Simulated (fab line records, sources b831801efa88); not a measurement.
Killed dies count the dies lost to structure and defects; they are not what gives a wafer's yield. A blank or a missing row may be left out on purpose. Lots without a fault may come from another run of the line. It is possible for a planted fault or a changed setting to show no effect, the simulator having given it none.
Shared-tool check	flow gf180mcu	15 lots, 45 wafers sampled

REASON IT WAS OPENED
3 of 15 lots carry a flag on the reading VT_IMPLANT_3_TW at GF_VT_IMPLANT_TW_MEAS_32. Fault-free wafers read 271, with a standard deviation of 3.1.
Rule: flag the lot when none of its wafers has a number, or when each of its wafers that has one lies beyond 4 standard deviations from that mean. The rest of the lots are taken to be sound.

lot	measured	on	VT_IMPLANT_3_TW, wafer by wafer	flag
L495	day 6 23:02	film-metro-04	267 266 267	
L499	day 8 01:05	film-metro-01	274 274 275	
L500	day 8 06:56	film-metro-04	268 268 268	
L501	day 8 13:14	film-metro-03	30 30 30	FLAGGED
L502	day 8 20:09	film-metro-01	31 31 31	FLAGGED
L503	day 9 02:34	film-metro-04	30 30 30	FLAGGED
L506	day 9 21:27	film-metro-03	270 268 270	
L510	day 10 23:35	film-metro-03	267 267 267	
L511	day 11 07:04	film-metro-03	269 267 269	
L512	day 11 10:54	film-metro-01	276 274 275	
L513	day 11 16:31	film-metro-01	276 276 275	
L514	day 11 23:22	film-metro-01	274 275 274	
L515	day 12 07:15	film-metro-01	275 273 274	
L517	day 12 19:23	film-metro-01	273 274 274	
L518	day 13 04:04	film-metro-04	267 269 269	
On average the flagged lots' numbers are 30, which is -241 against the usual, or -78 standard deviations.

LOT BY LOT: THE TOOL USED
Before the reading, the record contains 2 process steps out of a 602-step route. In each cell: the tool, then ch and the chambers that the sampled wafers went through, then the start.
lot	flag	GF_NWELL_STRIP_10	GF_VT_IMPLANT_IMPLANT_30
L495		plasma-asher-03 ch 0,1, day 3 07:52	implanter-02 ch 0, day 6 22:48
L499		plasma-asher-03 ch 1, day 4 06:17	implanter-03 ch 0, day 8 00:51
L500		plasma-asher-03 ch 0,1, day 4 11:44	implanter-03 ch 0, day 8 06:41
L501	FLAGGED	plasma-asher-04 ch 0,1, day 4 16:23	implanter-01, day 8 13:00
L502	FLAGGED	plasma-asher-03 ch 0,1, day 4 22:34	implanter-03, day 8 19:56
L503	FLAGGED	plasma-asher-01 ch 1, day 5 04:47	implanter-03, day 9 02:19
L506		plasma-asher-04 ch 0,1, day 5 20:40	implanter-03 ch 0, day 9 21:12
L510		plasma-asher-03 ch 0,1, day 6 18:14	implanter-01 ch 0, day 10 23:21
L511		plasma-asher-03 ch 1, day 7 00:49	implanter-01 ch 0, day 11 06:49
L512		plasma-asher-01 ch 0,1, day 7 04:26	implanter-01 ch 0, day 11 10:41
L513		plasma-asher-04 ch 0, day 7 09:34	implanter-01 ch 0, day 11 16:12
L514		plasma-asher-04 ch 0,1, day 7 14:50	implanter-02 ch 0, day 11 23:08
L515		plasma-asher-04 ch 0,1, day 7 20:07	implanter-03 ch 0, day 12 07:00
L517		plasma-asher-03 ch 0,1, day 8 06:20	implanter-03 ch 0, day 12 19:09
L518		plasma-asher-03 ch 0,1, day 8 13:38	implanter-01 ch 0, day 13 03:50
What the steps here do:
- GF_NWELL_STRIP_10: strips in O2/N2.
- GF_VT_IMPLANT_IMPLANT_30
- GF_VT_IMPLANT_TW_MEAS_32

FLAGGED AGAINST TOTAL, ONE TOOL AT A TIME (gauges that did the reading follow at the end)
step	tool	lots run	flagged	share of the flagged lots	sound lots run after its first flagged lot
GF_NWELL_STRIP_10	plasma-asher-01	2	1	some	1 (L512)
GF_NWELL_STRIP_10	plasma-asher-03	8	1	some	4 (L510,L511,L517,L518)
GF_NWELL_STRIP_10	plasma-asher-04	5	1	some	4 (L506,L513,L514,L515)
GF_VT_IMPLANT_IMPLANT_30	implanter-01	6	1	some	5 (L510,L511,L512,L513,L518)
GF_VT_IMPLANT_IMPLANT_30	implanter-02	2	0	none	-
GF_VT_IMPLANT_IMPLANT_30	implanter-03	7	2	some	3 (L506,L515,L517)
GF_VT_IMPLANT_TW_MEAS_32	film-metro-01	7	1	some	5 (L512,L513,L514,L515,L517)
GF_VT_IMPLANT_TW_MEAS_32	film-metro-03	4	1	some	3 (L506,L510,L511)
GF_VT_IMPLANT_TW_MEAS_32	film-metro-04	4	1	some	1 (L518)

WHAT THE TABLE PERMITS
No row of the table ran every flagged lot.

WHAT THE SIMULATOR HAD PUT IN
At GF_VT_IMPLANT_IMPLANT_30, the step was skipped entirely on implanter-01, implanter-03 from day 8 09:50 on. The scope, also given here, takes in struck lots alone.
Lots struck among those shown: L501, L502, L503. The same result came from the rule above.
